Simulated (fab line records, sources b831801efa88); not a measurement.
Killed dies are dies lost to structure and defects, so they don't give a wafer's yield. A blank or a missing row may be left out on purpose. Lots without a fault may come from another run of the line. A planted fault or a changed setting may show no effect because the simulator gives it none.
Which tool did it? | flow sky130 | 11 lots, 32 wafers sampled, at 2 steps of a route of 708

WHAT THE GAUGES READ, wafer by wafer
SKY_METAL2_OVL_MEAS_16.
lot  | measured     | on         | METAL2_OVL (nm)
L397 | day 35 02:23 | overlay-02 | 8 8 11
L398 | day 35 20:08 | overlay-01 | 5 1 -2
L403 | day 37 21:11 | overlay-02 | -2 -2 -4
L405 | day 38 12:43 | overlay-02 | 7 9 7
L406 | day 38 22:32 | overlay-01 | -11 -9 -9
L407 | day 39 02:11 | overlay-02 | 2 4 3
L412 | day 40 19:05 | overlay-01 | -3 0 -7
L409 | day 40 19:23 | overlay-01 | 2 5 5
L408 | day 40 23:49 | overlay-01 | -6 -1 -7
L413 | day 41 01:54 | overlay-02 | 6 -1
L419 | day 42 19:26 | overlay-01 | 3 1 -4

WHICH TOOL RAN EACH LOT (tool, then ch and the chambers of the sampled wafers, then the start)
lot  | SKY_CONTACT_SPUTTER_23
L397 | pvd_sputter-03, day 31 20:10
L398 | pvd_sputter-02, day 32 12:26
L403 | pvd_sputter-01, day 34 11:25
L405 | pvd_sputter-02, day 35 05:58
L406 | pvd_sputter-03, day 35 11:33
L407 | pvd_sputter-03, day 35 17:55
L412 | pvd_sputter-02, day 37 12:53
L409 | pvd_sputter-03, day 37 13:14
L408 | pvd_sputter-01, day 37 17:51
L413 | pvd_sputter-01, day 37 19:29
L419 | pvd_sputter-02, day 39 14:25
- SKY_CONTACT_SPUTTER_23: material TiN, target thk 20 nm, time 80 s.

WHAT THE TOOLS THEMSELVES READ (means of the sampled wafers that have a number; where no wafer has one, the mark that the record gives instead)
SKY_CONTACT_SPUTTER_23.
lot  | tool           | throttle_valve_pct (%)
L397 | pvd_sputter-03 | 30.4
L398 | pvd_sputter-02 | 30.0
L403 | pvd_sputter-01 | 29.4
L405 | pvd_sputter-02 | 30.5
L406 | pvd_sputter-03 | 30.4
L407 | pvd_sputter-03 | 30.4
L412 | pvd_sputter-02 | 30.1
L409 | pvd_sputter-03 | 30.7
L408 | pvd_sputter-01 | 30.4
L413 | pvd_sputter-01 | 31.6
L419 | pvd_sputter-02 | 29.5

THE ANSWER, worked out from the rows above alone
Rule: what is usual is taken from the lots themselves. Put in order of their means at a reading, lots are off if they are a third of the lots or fewer, leave a main group of 4 or more, and stand apart from it by a gap of 3 or more times the standard deviation of the main group's means; of several such gaps the widest counts. A main group whose means are all the same, to the digits that the tables above print for the reading, isn't used. A lot without any number at a reading at which 4 lots or more have one is off too. The other lots that the step has rows for count as sound. The gauges are gone through in route order, then the tools' own readings, and for those a lot's mean is taken as printed above. The first step at which some lot is off is used, and at that step the reading that is off furthest; a lot without a number counts as furthest.
No lot is off at any reading shown: from this, nothing can be told.

WHAT THE SIMULATOR HAD PUT IN
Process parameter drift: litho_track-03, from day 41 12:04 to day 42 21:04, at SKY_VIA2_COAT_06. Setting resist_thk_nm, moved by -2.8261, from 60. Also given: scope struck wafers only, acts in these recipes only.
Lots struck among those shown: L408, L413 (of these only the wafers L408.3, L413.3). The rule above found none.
